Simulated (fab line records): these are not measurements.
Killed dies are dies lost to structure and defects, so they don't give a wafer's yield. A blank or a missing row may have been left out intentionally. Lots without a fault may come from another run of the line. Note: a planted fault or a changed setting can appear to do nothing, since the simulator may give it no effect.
fab line records	flow sky130
record: lots: 7	wafers: 19	last_day: 50
route steps=708 shown METAL5@662 PAD_OPEN@708
lots untouched by any fault: they come from a run of this same line in which no faults occurred
start_h: start of the lot's first displayed wafer, in hours after the record's first day	wait_h: hours from the lot's prior step to this one	" the same as in the row above	L1.1+2: a row that stands for several wafers	- no value, or no start given	* or withheld: withheld	< > ~ a bound
route shown NAME@n: NAME is a module with steps in the file, n the number in the route of the first one	usual: average and standard deviation across the fault-free wafers	same: alike in all rows	chamber/n: place in a boat	sites: readings site by site	_std_site: their standard deviation	_edge_site: outer sites' mean less inner sites'	radius_mm: for every site, how far away it sits from the centre of the wafer	mask NAME#n: copy n	behind: the last tool/chamber to shape the wafer	hold: cause of the lot's hold/its duration in hours/its outcome	device: whichever transistor did not switch (one of n, p or np)	end of line: tests run on the same wafers once the route is complete	where a step has no rows: the recipe by itself	killed: dies lost to structure and defects at the first sort, not the wafer's yield	map: the dies of a wafer, with x for killed, . for not killed, _ for no die there
set.NAME: the setting the step ran with; set.NAME@STEP: the setting that earlier step ran with	model.NAME: the simulator's own value behind a step, which no gauge read
lots at some steps of the route; a table a step, a row a wafer
services: from which hour (start_h, from the record's first day; less than 0 if before it) a tool's chamber was out of use, for how many hours, and why
== steps ==
step: SKY_METAL5_SPUTTER_01
recipe: material: TiN	target_thk_nm: 20	power_w: 6500	time_s: 16.7	chamber_pressure_pa: 0.4
usual: cathode_dc_power_W: 6500.0/1.2	throttle_valve_pct: 30.1/1
same: time_s: 16.7
lot.wafer	tool	chamber	start_h	wait_h	cathode_dc_power_W	throttle_valve_pct
L496.1	pvd_sputter-03	-	1019.62	0.0	6499.1	30.8
L496.2	"	-	"	"	6500.7	28.6
L496.3	"	-	"	"	6500.5	29.9
L498.1	pvd_sputter-02	-	1027.66	0.0	6500.0	31.3
L498.2	"	-	"	"	6499.2	28.9
L498.5	"	-	"	"	6496.6	30.8
L504.1	pvd_sputter-02	-	1060.27	0.0	6500.9	28.8
L504.3	"	-	"	"	6501.6	31.1
L504.6	"	-	"	"	6498.7	29.5
L514.2	pvd_sputter-03	-	1119.48	0.0	6500.0	30.8
L514.5	"	-	"	"	6499.6	30.6
L514.6	"	-	"	"	6499.2	30.7
L515.5	pvd_sputter-03	-	1126.57	0.0	6500.6	30.7
L515.6	"	-	"	"	6501.4	28.7
L517.5	pvd_sputter-03	-	1138.41	0.0	6499.6	30.7
L517.6	"	-	"	"	6498.8	30.7
L518.1	pvd_sputter-01	-	1145.29	0.0	6501.8	28.7
L518.3	"	-	"	"	6499.7	32.2
L518.6	"	-	"	"	6502.6	28.7
step: SKY_METAL5_SPUTTER_02
recipe: material: AlCu	target_thk_nm: 1150	power_w: 10600	time_s: 61.2	chamber_pressure_pa: 0.4
usual: cathode_dc_power_W: 10600/2.1	throttle_valve_pct: 30.1/1
same: time_s: 61.2
lot.wafer	tool	chamber	start_h	wait_h	cathode_dc_power_W	throttle_valve_pct
L496.1	pvd_sputter-03	-	1019.65	0.0	10600	30.5
L496.2	"	-	"	"	10601	28.4
L496.3	"	-	"	"	10601	29.9
L498.1	pvd_sputter-02	-	1027.69	0.0	10601	30.8
L498.2	"	-	"	"	10603	28.8
L498.5	"	-	"	"	10598	30.9
L504.1	pvd_sputter-02	-	1060.29	0.0	10600	28.7
L504.3	"	-	"	"	10599	31.0
L504.6	"	-	"	"	10602	29.3
L514.2	pvd_sputter-03	-	1119.50	0.0	10603	30.7
L514.5	"	-	"	"	10600	30.6
L514.6	"	-	"	"	10600	30.6
L515.5	pvd_sputter-03	-	1126.61	0.0	10596	30.9
L515.6	"	-	"	"	10601	28.7
L517.5	pvd_sputter-03	-	1138.44	0.0	10603	30.9
L517.6	"	-	"	"	10603	30.7
L518.1	pvd_sputter-01	-	1145.32	0.0	10603	28.4
L518.3	"	-	"	"	10602	32.5
L518.6	"	-	"	"	10600	28.8
step: SKY_METAL5_SPUTTER_03
recipe: material: Ti	target_thk_nm: 5	power_w: 3000	time_s: 3.3	chamber_pressure_pa: 0.4
usual: cathode_dc_power_W: 3000.0/0.55	throttle_valve_pct: 30.0/1
same: time_s: 3.3
lot.wafer	tool	chamber	start_h	wait_h	cathode_dc_power_W	throttle_valve_pct
L496.1	pvd_sputter-03	-	1019.70	0.0	3001.1	30.3
L496.2	"	-	"	"	3000.3	28.5
L496.3	"	-	"	"	3000.0	29.7
L498.1	pvd_sputter-02	-	1027.74	0.0	3000.5	30.9
L498.2	"	-	"	"	3000.1	28.8
L498.5	"	-	"	"	3000.4	30.8
L504.1	pvd_sputter-02	-	1060.34	0.0	2999.7	28.9
L504.3	"	-	"	"	3000.0	31.0
L504.6	"	-	"	"	3000.0	29.2
L514.2	pvd_sputter-03	-	1119.55	0.0	2999.6	30.9
L514.5	"	-	"	"	3000.5	30.5
L514.6	"	-	"	"	3000.2	30.6
L515.5	pvd_sputter-03	-	1126.64	0.0	2999.1	30.5
L515.6	"	-	"	"	3000.1	28.4
L517.5	pvd_sputter-03	-	1138.48	0.0	2999.3	30.5
L517.6	"	-	"	"	2999.5	30.4
L518.1	pvd_sputter-01	-	1145.37	0.0	3000.0	28.5
L518.3	"	-	"	"	2999.7	32.6
L518.6	"	-	"	"	2999.0	28.4
step: SKY_METAL5_SPUTTER_04
recipe: material: TiN	target_thk_nm: 70	power_w: 6500	time_s: 58.3	chamber_pressure_pa: 0.4
usual: cathode_dc_power_W: 6500.1/1.2	throttle_valve_pct: 30.1/1
same: time_s: 58.3
lot.wafer	tool	chamber	start_h	wait_h	cathode_dc_power_W	throttle_valve_pct
L496.1	pvd_sputter-03	-	1019.72	0.0	6501.3	30.8
L496.2	"	-	"	"	6501.4	28.4
L496.3	"	-	"	"	6502.3	29.9
L498.1	pvd_sputter-02	-	1027.76	0.0	6500.1	30.8
L498.2	"	-	"	"	6501.6	29.0
L498.5	"	-	"	"	6500.8	30.8
L504.1	pvd_sputter-02	-	1060.36	0.0	6500.0	28.9
L504.3	"	-	"	"	6499.6	30.7
L504.6	"	-	"	"	6498.9	29.4
L514.2	pvd_sputter-03	-	1119.57	0.0	6499.9	30.7
L514.5	"	-	"	"	6498.2	30.7
L514.6	"	-	"	"	6499.4	30.7
L515.5	pvd_sputter-03	-	1126.67	0.0	6500.7	30.7
L515.6	"	-	"	"	6501.3	28.6
L517.5	pvd_sputter-03	-	1138.51	0.0	6498.6	30.6
L517.6	"	-	"	"	6499.8	30.3
L518.1	pvd_sputter-01	-	1145.39	0.0	6500.4	28.5
L518.3	"	-	"	"	6501.7	32.5
L518.6	"	-	"	"	6499.5	28.7
step: SKY_METAL5_RS_MEAS_05
recipe: thk_meas_gauge: four-point-probe	reads: TiN_of_METAL5_SPUTTER_04+Ti_of_METAL5_SPUTTER_03+AlCu_of_METAL5_SPUTTER_02+TiN_of_METAL5_SPUTTER_01+Ti_of_METAL5_SPUTTER_00
usual: METAL5_ALCU_RS: 0.0271/0.00035
lot.wafer	tool	chamber	start_h	wait_h	METAL5_ALCU_RS[ohm/sq]
L496.1	film_metro-01	-	1019.77	0.0	0.0268
L496.2	"	-	"	"	0.0272
L496.3	"	-	"	"	0.0272
L498.1	film_metro-02	-	1027.81	0.0	0.0271
L498.2	"	-	"	"	0.0267
L498.5	"	-	"	"	0.0270
L504.1	film_metro-02	-	1060.41	0.0	0.0270
L504.3	"	-	"	"	0.0274
L504.6	"	-	"	"	0.0272
L514.2	film_metro-01	-	1119.64	0.0	0.0271
L514.5	"	-	"	"	0.0269
L514.6	"	-	"	"	0.0269
L515.5	film_metro-02	-	1126.78	0.1	0.0269
L515.6	"	-	"	"	0.0274
L517.5	film_metro-04	-	1138.62	0.1	0.0270
L517.6	"	-	"	"	0.0271
L518.1	film_metro-04	-	1145.44	0.0	0.0270
L518.3	"	-	"	"	0.0270
L518.6	"	-	"	"	0.0273
step: SKY_METAL5_THK_MEAS_06
recipe: thk_meas_gauge: xrf	reads: AlCu_of_METAL5_SPUTTER_02
usual: METAL5_ALCU_THK: 1155/19
lot.wafer	tool	chamber	start_h	wait_h	METAL5_ALCU_THK[nm]
L496.1	film_metro-01	-	1019.89	0.1	1174
L496.2	"	-	"	"	1157
L496.3	"	-	"	"	1168
L498.1	film_metro-02	-	1027.93	0.1	1166
L498.2	"	-	"	"	1179
L498.5	"	-	"	"	1168
L504.1	film_metro-02	-	1060.53	0.1	1154
L504.3	"	-	"	"	1136
L504.6	"	-	"	"	1134
L514.2	film_metro-01	-	1119.75	0.1	1168
L514.5	"	-	"	"	1176
L514.6	"	-	"	"	1175
L515.5	film_metro-02	-	1126.86	0.1	1167
L515.6	"	-	"	"	1145
L517.5	film_metro-04	-	1138.70	0.1	1158
L517.6	"	-	"	"	1144
L518.1	film_metro-04	-	1145.56	0.1	1145
L518.3	"	-	"	"	1149
L518.6	"	-	"	"	1142
step: SKY_METAL5_DEHYDRATE_07
recipe: temp_c: 200	time_s: 60
step: SKY_METAL5_HMDS_08
recipe: prime_time_s: 60	prime_temp_c: 120
step: SKY_METAL5_COAT_09
recipe: resist: NOVOLAK	spin_rpm: 3000	resist_thk_nm: 1800
step: SKY_METAL5_SOFTBAKE_10
recipe: temp_c: 90	time_s: 60	resist: NOVOLAK
step: SKY_METAL5_EXPOSE_11
recipe: mask_id: MM5	na: 0.6	source_shape: conventional	sigma_outer: 0.6	polarization: unpolarized	target_cd_nm: 1600	dose_mj: 190
step: SKY_METAL5_PEB_12
recipe: temp_c: withheld	time_s: *	resist: NOVOLAK
step: SKY_METAL5_DEVELOP_13
recipe: resist: NOVOLAK	developer: TMAH	develop_time_s: 60	dev_temp_c: 23
usual: chill_plate_temp_C: 23.02/0.12
lot.wafer	tool	chamber	start_h	wait_h	chill_plate_temp_C
L496.1	litho_track-02	0	1042.08	0.1	23.01
L496.2	"	0	"	"	22.81
L496.3	"	0	"	"	23.08
L498.1	litho_track-03	0	1049.89	0.1	22.87
L498.2	"	0	"	"	22.89
L498.5	"	0	"	"	22.90
L504.1	litho_track-03	0	1081.59	0.1	23.18
L504.3	"	0	"	"	23.16
L504.6	"	0	"	"	22.90
L514.2	litho_track-03	0	1138.97	0.1	23.03
L514.5	"	0	"	"	22.93
L514.6	"	0	"	"	22.92
L515.5	litho_track-03	0	1145.09	0.1	22.98
L515.6	"	0	"	"	22.97
L517.5	litho_track-03	0	1155.84	0.1	22.81
L517.6	"	0	"	"	22.81
L518.1	litho_track-01	0	1162.34	0.1	23.17
L518.3	"	0	"	"	23.07
L518.6	"	0	"	"	23.13
step: SKY_METAL5_DESCUM_14
recipe: chemistry: O2	source_power_w: 150	bias_power_w: 0	pressure_mtorr: 10	temp_c: 40	time_s: 11
usual: drypump_motor_current_A: 5.7/0.33	oes_product_au: 1.005/0.013	rf_fwd_power_W: 147.6/0.84
same: time_s: 11
lot.wafer	tool	chamber	start_h	wait_h	drypump_motor_current_A	oes_product_au	rf_fwd_power_W	rf_hours_counter_h	model.METAL5.cd_nm
L496.1	rie_metal-02	0	1042.23	0.1	5.5	1.003	148.2	9	1598
L496.2	"	1	"	"	5.8	1.019	146.5	12	1600
L496.3	"	1	"	"	5.8	1.009	145.7	-	1600
L498.1	rie_metal-03	0	1050.04	0.1	5.0	0.987	146.9	11	1593
L498.2	"	1	"	"	6.2	1.015	147.6	25	1595
L498.5	"	0	"	"	5.0	0.986	147.6	-	1596
L504.1	rie_metal-03	0	1081.74	0.1	5.0	0.989	147.0	14	1600
L504.3	"	0	"	"	5.0	0.998	146.8	-	1597
L504.6	"	0	"	"	5.0	0.981	146.4	-	1600
L514.2	rie_metal-04	1	1139.09	0.1	5.8	0.995	148.2	9	1601
L514.5	"	1	"	"	5.7	0.988	149.2	-	1600
L514.6	"	0	"	"	5.7	1.013	147.9	-	1611
L515.5	rie_metal-02	0	1145.17	0.0	5.5	1.009	148.1	-	1601
L515.6	"	1	"	"	5.7	1.010	147.0	-	1606
L517.5	rie_metal-04	0	1155.92	0.0	5.7	0.996	148.0	-	1601
L517.6	"	1	"	"	5.7	0.966	148.1	-	1608
L518.1	rie_metal-03	0	1162.49	0.1	5.0	0.989	146.6	21	1598
L518.3	"	1	"	"	6.2	1.019	147.4	-	1597
L518.6	"	0	"	"	5.0	0.983	146.5	-	1602
step: SKY_METAL5_METAL_ETCH_15
recipe: target_depth_a: 12600	stop_on: SiO2	over_etch_frac: 0.2	time_s: 252	chemistry: Cl2/BCl3	resist_sidewall_deg: 86	pressure_mtorr: 10	icp_w: 900	bias_w: 48.5	Cl2_flow_sccm: 60	bcl3_flow_sccm: 30
usual: bcl3_flow_sccm: 29.99/0.082	drypump_motor_current_A: 5.7/0.34	oes_product_au: 0.894/0.005	rf_fwd_power_W: 898/3	throttle_valve_pct: 22.265/0.0091
same: time_s: 252
lot.wafer	tool	chamber	start_h	wait_h	bcl3_flow_sccm	drypump_motor_current_A	oes_product_au	rf_fwd_power_W	rf_hours_counter_h	throttle_valve_pct	model.METAL5.cd_nm
L496.1	rie_metal-02	0	1042.26	0.0	30.01	5.5	0.891	900	9	22.267	1591
L496.2	"	1	"	"	29.93	5.8	0.897	899	12	22.264	1609
L496.3	"	1	"	"	30.09	5.8	0.891	896	-	22.256	1611
L498.1	rie_metal-03	0	1050.08	0.0	29.90	5.0	0.887	899	11	22.259	1595
L498.2	"	1	"	"	29.94	6.2	0.900	898	25	22.271	1595
L498.5	"	0	"	"	30.11	5.0	0.896	898	-	22.266	1597
L504.1	rie_metal-03	0	1081.78	0.0	30.05	5.0	0.895	901	14	22.267	1604
L504.3	"	0	"	"	30.00	5.0	0.898	902	-	22.263	1601
L504.6	"	0	"	"	29.89	5.0	0.896	899	-	22.275	1599
L514.2	rie_metal-04	1	1139.13	0.0	29.94	5.7	0.893	897	9	22.267	1603
L514.5	"	1	"	"	29.93	5.7	0.897	897	-	22.272	1603
L514.6	"	0	"	"	29.90	5.7	0.887	899	-	22.269	1608
L515.5	rie_metal-02	0	1145.33	0.2	30.03	5.5	0.894	904	-	22.269	1593
L515.6	"	1	"	"	29.91	5.8	0.886	895	-	22.275	1602
L517.5	rie_metal-04	0	1156.08	0.2	29.89	5.8	0.897	901	-	22.249	1604
L517.6	"	1	"	"	30.01	5.8	0.900	895	-	22.272	1609
L518.1	rie_metal-03	0	1162.52	0.0	30.05	5.0	0.899	900	21	22.269	1600
L518.3	"	1	"	"	29.97	6.1	0.897	898	-	22.252	1596
L518.6	"	0	"	"	29.99	5.0	0.896	897	-	22.264	1597
step: SKY_METAL5_STRIP_16
recipe: chemistry: O2/N2	power_w: 1400	pressure_mtorr: 1500	platen_temp_c: withheld	o2_flow_sccm: 3000	n2_flow_sccm: 300	overash_fraction: 0.5
usual: drypump_motor_current_A: 5.62/0.17	oes_product_au: 0.710/0.0046	strip_time_to_endpoint_s: 13.00/0.18
lot.wafer	tool	chamber	start_h	wait_h	drypump_motor_current_A	oes_product_au	rf_hours_counter_h	strip_time_to_endpoint_s
L496.1	plasma_asher-03	1	1042.50	0.2	5.64	0.708	60	13.05
L496.2	"	0	"	"	5.67	0.714	60	12.87
L496.3	"	0	"	"	5.65	0.709	-	12.84
L498.1	plasma_asher-03	0	1050.31	0.2	5.66	0.711	61	13.15
L498.2	"	1	"	"	5.64	0.710	61	12.80
L498.5	"	0	"	"	5.63	0.708	-	13.12
L504.1	plasma_asher-03	0	1082.01	0.2	5.63	0.709	64	13.27
L504.3	"	1	"	"	5.68	0.703	-	13.24
L504.6	"	0	"	"	5.61	0.709	-	13.27
L514.2	plasma_asher-01	1	1139.36	0.2	5.94	0.710	40	13.24
L514.5	"	0	"	"	5.46	0.710	-	13.25
L514.6	"	1	"	"	5.94	0.713	-	13.04
L515.5	plasma_asher-03	1	1145.48	0.1	5.69	0.705	-	12.97
L515.6	"	0	"	"	5.61	0.707	-	12.79
L517.5	plasma_asher-01	1	1156.23	0.1	5.98	0.703	-	13.03
L517.6	"	0	"	"	5.47	0.708	-	13.23
L518.1	plasma_asher-02	0	1162.76	0.2	5.34	0.710	9	13.21
L518.3	"	0	"	"	5.34	0.709	-	12.88
L518.6	"	1	"	"	5.61	0.713	-	13.24
step: SKY_PAD_OPEN_PROBE_99
lot.wafer	tool	chamber	start_h	wait_h	model.etest.met5.width_nm
L496.1	prober-02	-	1089.24	0.1	1592
L496.2	prober-02	-	1089.29	0.1	1608
L496.3	prober-02	-	1089.34	0.2	1609
L498.1	prober-02	-	1096.48	0.1	1595
L498.2	prober-02	-	1096.53	0.1	1596
L498.5	prober-02	-	1096.68	0.2	1593
L504.1	prober-02	-	1126.56	0.1	1602
L504.3	prober-02	-	1126.66	0.2	1603
L504.6	prober-02	-	1126.81	0.2	1595
L514.2	prober-02	-	1177.21	0.1	1606
L514.5+6	prober-02	-	1177.36	0.2	1607
L515.5	prober-01	-	1183.16	0.2	1596
L515.6	prober-01	-	1183.21	0.2	1601
L517.5	prober-01	-	1192.30	0.2	1604
L517.6	prober-01	-	1192.35	0.2	1607
L518.1	prober-02	-	1199.03	0.1	1601
L518.3	prober-02	-	1199.13	0.2	1593
L518.6	prober-02	-	1199.28	0.2	1596
killed by level:class
L496.1 VIA2:geometric_particle:open=11 VIA1:geometric_particle:open=7 CONTACT:geometric_particle:open=6 METAL1:geometric_particle:short=6 VIA3:geometric_particle:short=6 LOCAL_INTERCONNECT:geometric_particle:short=5 VIA3:geometric_particle:open=5 FIELD_ISO:geometric_particle:open=4
L496.2 CONTACT:geometric_particle:open=10 VIA2:geometric_particle:open=9 VIA3:geometric_particle:open=7 LI_CONTACT:geometric_particle:open=5 VIA1:geometric_particle:short=5 METAL1:geometric_particle:short=5 VIA2:geometric_particle:short=5 POLY_GATE:geometric_particle:short=4
L496.3 CONTACT:geometric_particle:open=8 VIA1:geometric_particle:open=8 LI_CONTACT:geometric_particle:open=7 LI_CONTACT:geometric_particle:short=7 METAL1:geometric_particle:short=7 METAL2:geometric_particle:short=7 VIA2:geometric_particle:open=7 VIA3:geometric_particle:open=6
L498.1 CONTACT:geometric_particle:open=11 METAL2:geometric_particle:short=9 METAL1:geometric_particle:short=8 VIA3:geometric_particle:open=7 METAL4:geometric_particle:short=6 VIA1:geometric_particle:open=6 LI_CONTACT:geometric_particle:open=5 VIA2:geometric_particle:open=5
L498.2 VIA1:geometric_particle:open=16 CONTACT:geometric_particle:open=9 VIA2:geometric_particle:open=8 CONTACT:geometric_particle:short=8 FIELD_ISO:geometric_particle:short=5 FIELD_ISO:geometric_particle:open=5 METAL1:geometric_particle:short=5 POLY_GATE:geometric_particle:short=4
L498.5 VIA1:geometric_particle:open=11 CONTACT:geometric_particle:open=9 FIELD_ISO:geometric_particle:open=7 POLY_GATE:geometric_particle:short=7 LI_CONTACT:geometric_particle:open=6 METAL1:geometric_particle:short=5 VIA2:geometric_particle:open=5 VIA2:geometric_particle:short=4
L504.1 LI_CONTACT:geometric_particle:open=8 VIA2:geometric_particle:open=7 LOCAL_INTERCONNECT:geometric_particle:short=6 CONTACT:geometric_particle:open=6 VIA3:geometric_particle:open=5 METAL1:geometric_particle:short=4 VIA1:geometric_particle:open=4 METAL2:geometric_particle:short=4
L504.3 LI_CONTACT:geometric_particle:open=8 FIELD_ISO:geometric_particle:short=7 CONTACT:geometric_particle:short=7 VIA1:geometric_particle:short=7 VIA1:geometric_particle:open=7 CONTACT:geometric_particle:open=6 VIA2:geometric_particle:short=6 VIA3:geometric_particle:open=5
L504.6 VIA1:geometric_particle:open=13 METAL1:geometric_particle:short=10 LI_CONTACT:geometric_particle:open=9 CONTACT:geometric_particle:short=7 VIA3:geometric_particle:open=6 VIA2:geometric_particle:open=5 POLY_GATE:geometric_particle:short=4 FIELD_ISO:geometric_particle:open=3
L514.2 VIA1:geometric_particle:open=13 CONTACT:geometric_particle:open=8 VIA3:geometric_particle:short=7 LOCAL_INTERCONNECT:geometric_particle:short=6 LI_CONTACT:geometric_particle:short=5 CONTACT:geometric_particle:short=5 METAL1:geometric_particle:short=5 VIA2:geometric_particle:open=4
L514.5 CONTACT:geometric_particle:open=11 LI_CONTACT:geometric_particle:open=10 VIA2:geometric_particle:open=10 VIA1:geometric_particle:open=9 VIA3:geometric_particle:open=7 FIELD_ISO:geometric_particle:short=6 POLY_GATE:geometric_particle:open=6 METAL1:geometric_particle:short=6
L514.6 VIA1:geometric_particle:open=11 FIELD_ISO:geometric_particle:open=11 METAL2:geometric_particle:short=9 VIA3:geometric_particle:open=8 CONTACT:geometric_particle:short=7 LI_CONTACT:geometric_particle:open=6 LOCAL_INTERCONNECT:geometric_particle:short=6 FIELD_ISO:geometric_particle:short=5
L517.5 VIA1:geometric_particle:open=14 CONTACT:geometric_particle:open=9 METAL2:geometric_particle:short=9 VIA1:geometric_particle:short=8 VIA2:geometric_particle:open=6 METAL1:geometric_particle:short=6 VIA3:geometric_particle:short=6 POLY_GATE:geometric_particle:short=5
L517.6 VIA1:geometric_particle:open=16 CONTACT:geometric_particle:open=12 METAL2:geometric_particle:short=7 FIELD_ISO:geometric_particle:open=6 LI_CONTACT:geometric_particle:open=6 LOCAL_INTERCONNECT:geometric_particle:short=5 METAL1:geometric_particle:short=4 VIA3:geometric_particle:open=4
L518.1 CONTACT:geometric_particle:open=15 VIA1:geometric_particle:open=11 FIELD_ISO:geometric_particle:short=8 LOCAL_INTERCONNECT:geometric_particle:short=8 LI_CONTACT:geometric_particle:open=8 CONTACT:geometric_particle:short=7 VIA2:geometric_particle:open=7 VIA3:geometric_particle:open=7
L518.3 LI_CONTACT:geometric_particle:open=11 CONTACT:geometric_particle:open=10 VIA2:geometric_particle:open=9 VIA1:geometric_particle:open=7 METAL2:geometric_particle:short=7 VIA3:geometric_particle:short=6 METAL3:geometric_particle:short=5 CONTACT:geometric_particle:short=4
L518.6 VIA1:geometric_particle:short=10 LI_CONTACT:geometric_particle:open=9 LOCAL_INTERCONNECT:geometric_particle:short=6 METAL1:geometric_particle:short=6 METAL2:geometric_particle:short=6 VIA2:geometric_particle:open=6 POLY_GATE:geometric_particle:open=5 VIA1:geometric_particle:open=5
== services ==
tool	chamber	start_h	hours	kind
rie_metal-04	-	998.82	0.6	repair
litho_track-02	-	1004.79	-	consumable_replace:filter
pvd_sputter-02	-	1019.45	3.2	repair
plasma_asher-03	-	1037.55	0.6	repair
rie_metal-04	-	1053.88	0.9	repair
plasma_asher-02	-	1055.25	9.0	pm
plasma_asher-02	0	1055.25	9.0	vent_cycle
plasma_asher-02	1	1055.25	9.0	vent_cycle
rie_metal-03	1	1057.75	-	clean
rie_metal-03	1	1057.75	20.1	scheduled_down
rie_metal-03	1	1057.75	20.1	vent_cycle
plasma_asher-02	0	1064.25	-	clean
plasma_asher-02	1	1064.25	-	clean
pvd_sputter-01	-	1073.41	3.7	repair
rie_metal-02	-	1077.62	2.0	repair
plasma_asher-02	-	1078.11	4.3	pm
rie_metal-04	0	1096.18	17.8	repair
rie_metal-02	-	1114.00	2.8	pm
pvd_sputter-02	-	1122.37	6.6	repair
plasma_asher-02	-	1139.49	1.5	repair
pvd_sputter-03	-	1144.95	14.0	repair
pvd_sputter-03	-	1161.25	2.7	repair
== key ==
first_sign none at tools or gauges
model_effect: step: SKY_METAL5_DESCUM_14	value: METAL5.cd_nm	without: 1599	struck: 1609
model_effect: step: SKY_METAL5_METAL_ETCH_15	value: METAL5.cd_nm	without: 1597	struck: 1606
model_effect: step: SKY_PAD_OPEN_PROBE_99	value: etest.met5.width_nm	without: 1596	struck: 1605
met_at SKY_METAL5_DEVELOP_13
struck_wafers L514.6,L515.6,L517.6
sort_left_out L515.6
onset_between 1081.59 1138.97
fault: kind: process_parameter_drift	tool: litho_track-03	chamber: -	onset_h: 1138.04	steps: SKY_METAL5_DEVELOP_13	channel: develop_time_s	offset: *	shape: step	end_h: 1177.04	scope: struck_wafers_only	acts_in: *	stated: *
sort_left_out: the simulated sort isn't trusted on such a fault, so these wafers' sort isn't shown, and their yield isn't known
